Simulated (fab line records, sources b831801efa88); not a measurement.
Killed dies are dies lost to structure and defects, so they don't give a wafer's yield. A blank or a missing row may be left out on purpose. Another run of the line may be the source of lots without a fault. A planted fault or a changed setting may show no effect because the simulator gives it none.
Chamber matching | flow gf180mcu | 4 sister chambers for GF_V3_CMP_04 on cmp-02
The step polishes SiO2. 8 wafers are shown with their chamber, then 10 later ones without.

== WAFERS PAIRED WITH THEIR CHAMBERS ==
wafer  | chamber | motor_current_A (A) | slurry_filter_dp_kPa (kPa)
L543.6 | 1       | 14.0                | 13.39
L553.5 | 0       | 11.8                | 13.27
L555.2 | 2       | 12.2                | 13.19
L555.5 | 1       | 14.2                | 13.41
L556.4 | 2       | 11.9                | 13.43
L556.6 | 3       | 10.6                | 13.51
L557.3 | 0       | 11.3                | 13.39
L557.5 | 3       | 11.3                | 13.46

== WAFERS WITH NO CHAMBER GIVEN ==
wafer  | motor_current_A (A) | slurry_filter_dp_kPa (kPa)
L557.6 | 12.4                | 13.46
L559.4 | 10.6                | 13.44
L559.5 | 10.8                | 13.39
L559.6 | 12.4                | 13.26
L560.1 | 12.0                | 13.49
L560.5 | 11.2                | 13.32
L560.6 | 12.5                | 13.67
L561.1 | 14.0                | 13.46
L561.3 | 11.4                | 13.29
L561.4 | 10.9                | 13.58

== WHICH CHAMBER EACH WENT THROUGH ==
wafer  | from the rows above               | in truth
L557.6 | can't be placed: 2 or 0           | 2
L559.4 | can't be placed: 3 or 0           | 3
L559.5 | can't be placed: 3 or 0           | 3
L559.6 | can't be placed: 2 or 0           | 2
L560.1 | can't be placed: 2 or 0 or 3      | 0
L560.5 | can't be placed: 0 or 3 or 2      | 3
L560.6 | can't be placed: 2 or 0 or 3 or 1 | 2
L561.1 | 1                                 | 1
L561.3 | can't be placed: 0 or 2 or 3      | 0
L561.4 | 3                                 | 3
Placed correctly: 2 of 10. These rows do not allow placing 8 (true chamber among the candidates in 8). 0 placed wrongly.
How it was worked out, from the rows above alone: a wafer's distance from a chamber is the root of the sum, over the readings, of the square of ((its reading less the chamber's mean) divided by the reading's scatter). The wafer belongs to the nearest chamber; if the next one is less than 2 further off, it can't be placed. For every chamber, the mean is computed from those of its wafers that are shown. The scatter: take each reading less its chamber's mean, square it, sum over the shown wafers, divide by the number of wafers less the number of chambers, and take the root.
